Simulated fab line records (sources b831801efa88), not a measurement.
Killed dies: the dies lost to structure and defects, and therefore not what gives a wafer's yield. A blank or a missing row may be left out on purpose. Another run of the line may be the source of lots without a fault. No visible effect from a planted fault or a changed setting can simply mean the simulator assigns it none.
Which tool is to blame? / flow gf180mcu / 18 wafers from 6 lots sampled at 4 of the route's 602 steps

## WHAT THE GAUGES SHOWED, per wafer
GF_VT_IMPLANT_TW_MEAS_21.
lot=L121; measured=day 7 00:22; on=film metro-02; VT_IMPLANT_2_TW=1219 1210 1219
lot=L126; measured=day 8 08:18; on=film metro-02; VT_IMPLANT_2_TW=1206 1203 1208
lot=L130; measured=day 9 19:20; on=film metro-02; VT_IMPLANT_2_TW=30 30 30
lot=L133; measured=day 10 09:04; on=film metro-04; VT_IMPLANT_2_TW=1204 1203 1204
lot=L138; measured=day 11 13:22; on=film metro-02; VT_IMPLANT_2_TW=1213 1212 1213
lot=L141; measured=day 12 05:29; on=film metro-04; VT_IMPLANT_2_TW=1195 1200 1208

## TOOL THAT RAN EACH LOT (tool first, then ch and the chambers of the sampled wafers, then the start)
lot=L121; GF_STI_ETCH_13=rie diel-01 ch 1,2, day 2 17:09; GF_VT_IMPLANT_STRIP_09=plasma asher-02 ch 0,1, day 6 09:01; GF_VT_IMPLANT_STRIP_20=plasma asher-02 ch 0,1, day 7 00:16
lot=L126; GF_STI_ETCH_13=rie diel-03 ch 0,2, day 3 18:59; GF_VT_IMPLANT_STRIP_09=plasma asher-02 ch 0,1, day 7 16:00; GF_VT_IMPLANT_STRIP_20=plasma asher-02 ch 0,1, day 8 08:12
lot=L130; GF_STI_ETCH_13=rie diel-03 ch 0,3, day 4 15:56; GF_VT_IMPLANT_STRIP_09=plasma asher-01 ch 0,1, day 9 02:06; GF_VT_IMPLANT_STRIP_20=plasma asher-02 ch 0,1, day 9 19:13
lot=L133; GF_STI_ETCH_13=rie diel-03 ch 1,2,3, day 5 10:47; GF_VT_IMPLANT_STRIP_09=plasma asher-02 ch 0,1, day 9 14:43; GF_VT_IMPLANT_STRIP_20=plasma asher-01 ch 0,1, day 10 08:57
lot=L138; GF_STI_ETCH_13=rie diel-04 ch 0,2,3, day 6 09:11; GF_VT_IMPLANT_STRIP_09=plasma asher-01 ch 0,1, day 10 18:43; GF_VT_IMPLANT_STRIP_20=plasma asher-02 ch 0,1, day 11 13:16
lot=L141; GF_STI_ETCH_13=rie diel-03 ch 1,2, day 7 00:32; GF_VT_IMPLANT_STRIP_09=plasma asher-02 ch 0,1, day 11 12:21; GF_VT_IMPLANT_STRIP_20=plasma asher-03 ch 0,1, day 12 05:24
- GF_STI_ETCH_13: etches the open film in CHF3/O2, stops on Si, target depth 282.31 nm, time 112.9 s.
- GF_VT_IMPLANT_STRIP_09: strips in O2/N2.
- GF_VT_IMPLANT_STRIP_20: strips in O2/N2.

## THE ANSWER, worked out from the rows above alone
Rule: the lots themselves supply what counts as usual. The widest of any qualifying gaps counts: lots, ordered by their means at a reading, are off when they make up no more than a third of the lots, leave a main group of 4 or more, and stand apart from it by 3 or more times the standard deviation of that group's means. If all means in a main group match to the digits the tables above print for the reading, that group is not used. A lot without any number at a reading at which 4 lots or more have one is off too. All remaining lots with rows at the step are treated as sound.
Off: L130, at GF_VT_IMPLANT_TW_MEAS_21 (VT_IMPLANT_2_TW). Main group: mean 1208, sd 5.6.
If a tool, at a process step before that reading, ran all the lots that are off and no sound lot after the first of them, it fits. Gauges at GF_VT_IMPLANT_TW_MEAS_21: tried the same way as those tools. No candidate that was tried fits.

## WHAT WAS PUT IN BY THE SIMULATOR
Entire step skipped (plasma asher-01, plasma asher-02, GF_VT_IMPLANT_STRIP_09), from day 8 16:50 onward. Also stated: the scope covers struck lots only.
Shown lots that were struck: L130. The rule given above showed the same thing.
